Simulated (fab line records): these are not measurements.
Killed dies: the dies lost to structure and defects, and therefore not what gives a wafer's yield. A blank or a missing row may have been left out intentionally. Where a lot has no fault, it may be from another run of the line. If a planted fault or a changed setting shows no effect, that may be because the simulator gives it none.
fab line records | flow sky130
record: lots: 13 wafers: 39 last_day: 49
route steps=708 shown VT_ADJUST_NCORE@130 VT_ADJUST_PCH@151 SONOS_ONO@171 PAD_OPEN@708
lots with no fault: from the same line, run without faults
start_h: start of the lot's first displayed wafer, in hours after the record's first day | wait_h: hours from the lot's prior step to this one | " as in the row above | L1.1+2: a single row standing in for several wafers | - no value present, or no start provided | * or withheld: withheld | < > ~ a bound
route shown NAME@n: NAME is a module with steps in the file, n the number in the route of the first one | usual: average and standard deviation across the fault-free wafers | same: alike in all rows | chamber/n: place in a boat | sites: each site's reading | _std_site: the values' standard deviation | _edge_site: inner sites' mean taken away from outer sites' mean | radius_mm: how far each site lies from the wafer's centre | mask NAME#n: copy n | behind: the tool/chamber that last shaped the wafer | hold: the reason the lot was held/the length of the hold in hours/how it ended | device: which transistor (n, p or np) failed to switch | end of line: at the end of the route, the tests of the same wafers | a step with no rows: only its recipe | killed: dies lost to structure and defects at the first sort, not the wafer's yield | map: a wafer's dies, marking killed ones x, the rest . and places with no die _
set.NAME: the setting that was run; set.NAME@STEP: the one run at that earlier step | model.NAME: the simulator's own value behind a step, which no gauge read
a sample of lots followed through the steps of the route, with each step as a table and each wafer as a row
services: from which hour (start_h, from the record's first day; less than 0 if before it) a tool's chamber was out of use, for how many hours, and why
== steps ==
step: SKY_VT_ADJUST_NCORE_TW_MEAS_11
usual: VT_ADJUST_NCORE_TW: 218.6/1.5
columns lot.wafer tool chamber start_h wait_h VT_ADJUST_NCORE_TW
L574.1 film_metro-03 - 187.46 0.1 218.8
L574.4 " - " " 220.1
L574.5 " - " " 218.8
L575.1 film_metro-01 - 194.18 0.1 216.5
L575.2 " - " " 216.8
L575.5 " - " " 217.0
L576.2 film_metro-04 - 203.32 0.1 219.2
L576.3 " - " " 217.9
L576.5 " - " " 218.0
L578.2 film_metro-03 - 215.40 0.1 219.5
L578.3 " - " " 218.7
L578.5 " - " " 218.7
L579.1 film_metro-04 - 218.09 0.1 220.2
L579.2 " - " " 219.3
L579.4 " - " " 218.8
L580.2 film_metro-04 - 228.10 0.1 218.9
L580.3 " - " " 219.7
L580.4 " - " " 220.0
L581.2 film_metro-01 - 236.90 0.1 216.6
L581.3 " - " " 215.6
L581.6 " - " " 215.0
L583.1 film_metro-03 - 251.78 0.1 220.3
L583.2 " - " " 220.1
L583.5 " - " " 220.9
L584.1 film_metro-03 - 257.73 0.1 220.0
L584.5 " - " " 219.6
L584.6 " - " " 220.5
L585.3 film_metro-03 - 268.48 0.1 220.7
L585.4 " - " " 219.6
L585.6 " - " " 219.6
L586.2 film_metro-04 - 278.95 0.1 218.7
L586.4 " - " " 219.3
L586.6 " - " " 220.2
L589.1 film_metro-01 - 298.53 0.1 217.7
L589.2 " - " " 217.6
L589.5 " - " " 217.7
L591.2 film_metro-03 - 319.82 0.1 219.7
L591.4 " - " " 219.4
L591.6 " - " " 218.4
step: SKY_VT_ADJUST_PCH_IMPLANT_08
recipe: species: B energy_kev: 10 dose_cm2: 5e+11 tilt_deg: withheld
usual: dose_ions_cm2: 5e+11/5.6e+08 faraday_current_uA: 2.82/0.049
columns lot.wafer tool chamber start_h wait_h dose_ions_cm2 faraday_current_uA
L574.1 implanter-03 0 231.74 0.0 4.997e+11 2.84
L574.4 " 0 " " 5.005e+11 2.73
L574.5 " 0 " " 4.993e+11 2.70
L575.1 implanter-01 0 238.82 0.0 5.005e+11 2.80
L575.2 " 0 " " 4.997e+11 2.81
L575.5 " 0 " " 5e+11 2.77
L576.2 implanter-03 0 247.20 0.0 5.004e+11 2.76
L576.3 " 0 " " 5.009e+11 2.92
L576.5 " 0 " " 5.005e+11 2.73
L578.2 implanter-03 0 262.25 0.0 4.994e+11 2.82
L578.3 " 0 " " 4.995e+11 2.83
L578.5 " 0 " " 4.998e+11 2.77
L579.1 implanter-01 0 264.12 0.0 5e+11 2.81
L579.2 " 0 " " 5.009e+11 2.76
L579.4 " 0 " " 5.006e+11 2.79
L580.2 implanter-03 0 275.44 0.0 4.994e+11 2.76
L580.3 " 0 " " 5.004e+11 2.83
L580.4 " 0 " " 4.99e+11 2.69
L581.2 implanter-01 0 285.99 0.0 5.009e+11 2.82
L581.3 " 0 " " 4.998e+11 2.82
L581.6 " 0 " " 5.001e+11 2.83
L583.1 implanter-01 0 301.22 0.0 4.997e+11 2.91
L583.2 " 0 " " 4.999e+11 2.75
L583.5 " 0 " " 5.001e+11 2.87
L584.1 implanter-03 0 308.14 0.0 5.008e+11 2.85
L584.5 " 0 " " 5.002e+11 2.76
L584.6 " 0 " " 5.01e+11 2.86
L585.3 implanter-03 0 318.87 0.1 5.002e+11 2.79
L585.4 " 0 " " 5.003e+11 2.79
L585.6 " 0 " " 5.006e+11 2.83
L586.2 implanter-03 0 330.86 0.0 5.009e+11 2.85
L586.4 " 0 " " 5.005e+11 2.89
L586.6 " 0 " " 5.01e+11 2.81
L589.1 implanter-03 0 353.02 0.0 5.376e+11 2.96
L589.2 " 0 " " 5.384e+11 2.97
L589.5 " 0 " " 5.377e+11 2.95
L591.2 implanter-03 0 374.64 0.0 5.376e+11 3.02
L591.4 " 0 " " 5.378e+11 3.07
L591.6 " 0 " " 5.376e+11 3.01
step: SKY_VT_ADJUST_PCH_TW_MEAS_10
usual: VT_ADJUST_PCH_TW: 142.7/1.1
columns lot.wafer tool chamber start_h wait_h VT_ADJUST_PCH_TW
L574.1 film_metro-02 - 231.99 0.1 141.8
L574.4 " - " " 141.3
L574.5 " - " " 141.8
L575.1 film_metro-04 - 239.07 0.1 143.1
L575.2 " - " " 143.0
L575.5 " - " " 142.7
L576.2 film_metro-04 - 247.43 0.1 142.8
L576.3 " - " " 142.0
L576.5 " - " " 141.7
L578.2 film_metro-04 - 262.48 0.1 142.7
L578.3 " - " " 142.3
L578.5 " - " " 142.5
L579.1 film_metro-04 - 264.37 0.1 142.1
L579.2 " - " " 143.4
L579.4 " - " " 142.3
L580.2 film_metro-03 - 275.68 0.1 142.9
L580.3 " - " " 142.2
L580.4 " - " " 142.7
L581.2 film_metro-03 - 286.23 0.1 143.0
L581.3 " - " " 143.1
L581.6 " - " " 144.2
L583.1 film_metro-04 - 301.47 0.1 143.3
L583.2 " - " " 142.9
L583.5 " - " " 142.6
L584.1 film_metro-03 - 308.39 0.1 142.4
L584.5 " - " " 143.1
L584.6 " - " " 142.9
L585.3 film_metro-03 - 319.09 0.1 142.1
L585.4 " - " " 143.4
L585.6 " - " " 142.9
L586.2 film_metro-02 - 331.10 0.1 143.4
L586.4 " - " " 143.3
L586.6 " - " " 142.6
L589.1 film_metro-04 - 353.27 0.1 144.7
L589.2 " - " " 146.0
L589.5 " - " " 145.1
L591.2 film_metro-03 - 374.88 0.1 146.8
L591.4 " - " " 147.3
L591.6 " - " " 146.4
step: SKY_SONOS_ONO_THK_MEAS_03
recipe: reads: Si3N4_of_SONOS_ONO_CVD_02
usual: SONOS_ONO_CVD_02_THK: 10.53/0.13
columns lot.wafer tool chamber start_h wait_h SONOS_ONO_CVD_02_THK[nm]
L574.1 film_metro-03 - 257.62 0.0 10.68
L574.4 " - " " 10.64
L574.5 " - " " 10.60
L575.1 film_metro-01 - 266.01 0.0 10.80
L575.2 " - " " 10.84
L575.5 " - " " 10.73
L576.2 film_metro-03 - 275.31 0.0 10.52
L576.3 " - " " 10.50
L576.5 " - " " 10.49
L579.1 film_metro-04 - 293.76 0.0 10.48
L579.2 " - " " 10.51
L579.4 " - " " 10.36
L578.2 film_metro-03 - 293.77 0.0 10.73
L578.3 " - " " 10.60
L578.5 " - " " 10.64
L580.2 film_metro-04 - 308.93 0.0 10.62
L580.3 " - " " 10.53
L580.4 " - " " 10.66
L581.2 film_metro-04 - 316.12 0.0 10.46
L581.3 " - " " 10.45
L581.6 " - " " 10.52
L583.1 film_metro-03 - 332.04 0.0 10.37
L583.2 " - " " 10.30
L583.5 " - " " 10.37
L584.1 film_metro-01 - 342.98 0.0 10.42
L584.5 " - " " 10.46
L584.6 " - " " 10.38
L585.3 film_metro-03 - 353.26 0.0 10.32
L585.4 " - " " 10.41
L585.6 " - " " 10.26
L586.2 film_metro-01 - 361.22 0.0 10.50
L586.4 " - " " 10.40
L586.6 " - " " 10.43
L589.1 film_metro-01 - 386.24 0.0 10.46
L589.2 " - " " 10.61
L589.5 " - " " 10.61
L591.2 film_metro-03 - 407.16 0.0 10.38
L591.4 " - " " 10.33
L591.6 " - " " 10.28
step: SKY_SONOS_ONO_THK_MEAS_05
recipe: reads: SiO2_of_SONOS_ONO_CVD_04
usual: SONOS_ONO_CVD_04_THK: 5.73/0.08
columns lot.wafer tool chamber start_h wait_h SONOS_ONO_CVD_04_THK[nm]
L574.1 film_metro-01 - 258.93 0.0 5.64
L574.4 " - " " 5.61
L574.5 " - " " 5.65
L575.1 film_metro-04 - 267.94 0.0 5.72
L575.2 " - " " 5.81
L575.5 " - " " 5.74
L576.2 film_metro-04 - 276.62 0.0 5.72
L576.3 " - " " 5.74
L576.5 " - " " 5.73
L579.1 film_metro-04 - 295.07 0.0 5.77
L579.2 " - " " 5.75
L579.4 " - " " 5.74
L578.2 film_metro-01 - 295.08 0.0 5.75
L578.3 " - " " 5.63
L578.5 " - " " 5.77
L580.2 film_metro-04 - 310.24 0.0 5.70
L580.3 " - " " 5.70
L580.4 " - " " 5.80
L581.2 film_metro-01 - 318.05 0.0 5.74
L581.3 " - " " 5.69
L581.6 " - " " 5.64
L583.1 film_metro-03 - 333.35 0.0 5.89
L583.2 " - " " 5.93
L583.5 " - " " 5.86
L584.1 film_metro-01 - 344.29 0.0 5.80
L584.5 " - " " 5.77
L584.6 " - " " 5.86
L585.3 film_metro-01 - 354.57 0.0 5.70
L585.4 " - " " 5.71
L585.6 " - " " 5.65
L586.2 film_metro-01 - 362.53 0.0 5.87
L586.4 " - " " 5.82
L586.6 " - " " 5.89
L589.1 film_metro-03 - 387.55 0.0 5.71
L589.2 " - " " 5.70
L589.5 " - " " 5.68
L591.2 film_metro-01 - 408.47 0.0 5.73
L591.4 " - " " 5.68
L591.6 " - " " 5.76
step: SKY_PAD_OPEN_PROBE_99
usual: killed_at_M0_to_M3: 42/6.4 killed_at_M4_up: 3.0/2 killed_at_contacts: 24/5.2 killed_at_front_end: 14/4.2 killed_at_other: 0.4/0.72 killed_dies: 84/9 killed_open: 46/6.6 killed_short: 38/6
same: gross_dies: 492 killed_at_back_side: 0
columns lot.wafer tool chamber start_h wait_h killed_at_M0_to_M3 killed_at_M4_up killed_at_contacts killed_at_front_end killed_at_other killed_dies killed_open killed_short
L589.1 prober-01 - 1169.71 0.1 48 5 16 6 0 75 41 34
L589.2 prober-01 - 1169.76 0.1 42 2 20 11 0 75 41 34
L589.5 prober-01 - 1169.91 0.2 38 4 30 10 0 82 49 33
killed by level:class
L589.1 VIA1:geometric_particle:open=8 VIA2:geometric_particle:open=8 VIA3:geometric_particle:open=8 METAL1:geometric_particle:short=6 METAL2:geometric_particle:short=6 CONTACT:geometric_particle:open=5 METAL4:geometric_particle:short=4 LI_CONTACT:geometric_particle:open=4
L589.2 VIA1:geometric_particle:open=10 METAL2:geometric_particle:short=8 VIA3:geometric_particle:open=7 CONTACT:geometric_particle:open=6 LI_CONTACT:geometric_particle:open=5 LOCAL_INTERCONNECT:geometric_particle:short=5 VIA2:geometric_particle:open=4 FIELD_ISO:geometric_particle:open=3
L589.5 CONTACT:geometric_particle:open=12 LI_CONTACT:geometric_particle:open=7 VIA1:geometric_particle:open=7 CONTACT:geometric_particle:short=6 VIA3:geometric_particle:open=6 METAL2:geometric_particle:short=5 VIA2:geometric_particle:open=5 METAL4:geometric_particle:short=4
== services ==
columns tool chamber start_h hours kind
implanter-03 - 292.03 9.4 pm
implanter-03 - 305.80 1.5 repair
implanter-01 - 337.04 4.3 pm
implanter-01 - 341.87 1.5 repair
== key ==
first_sign: step: SKY_VT_ADJUST_PCH_IMPLANT_08 reading: dose_ions_cm2 direction: up sigmas: 68 usual: * struck: *
effect: step: SKY_VT_ADJUST_PCH_IMPLANT_08 reading: faraday_current_uA direction: up sigmas: 3.6 usual: 2.82 struck: 3.00
effect: step: SKY_VT_ADJUST_PCH_TW_MEAS_10 reading: VT_ADJUST_PCH_TW direction: up sigmas: 3.1 usual: 142.7 struck: 146.0
met_at SKY_VT_ADJUST_PCH_IMPLANT_08
struck_lots L589,L591
tester_left_out L589,L591
not_acting_at SKY_VT_ADJUST_NCORE_TW_MEAS_11,SKY_SONOS_ONO_THK_MEAS_03,SKY_SONOS_ONO_THK_MEAS_05
onset_between 330.86 353.02
fault: kind: process_parameter_drift tool: implanter-03 chamber: - onset_h: 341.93 steps: SKY_VT_ADJUST_PCH_IMPLANT_08 channel: dose_cm2 offset: * shape: step end_h: 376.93 acts_in: * stated: *
tester_left_out: of these lots the tester's yield and bins aren't shown, on N5 and GAA mostly nor the transistor test; their killed dies are dies lost to structure and defects alone, not to doping, threshold or leakage, so they don't give the yield
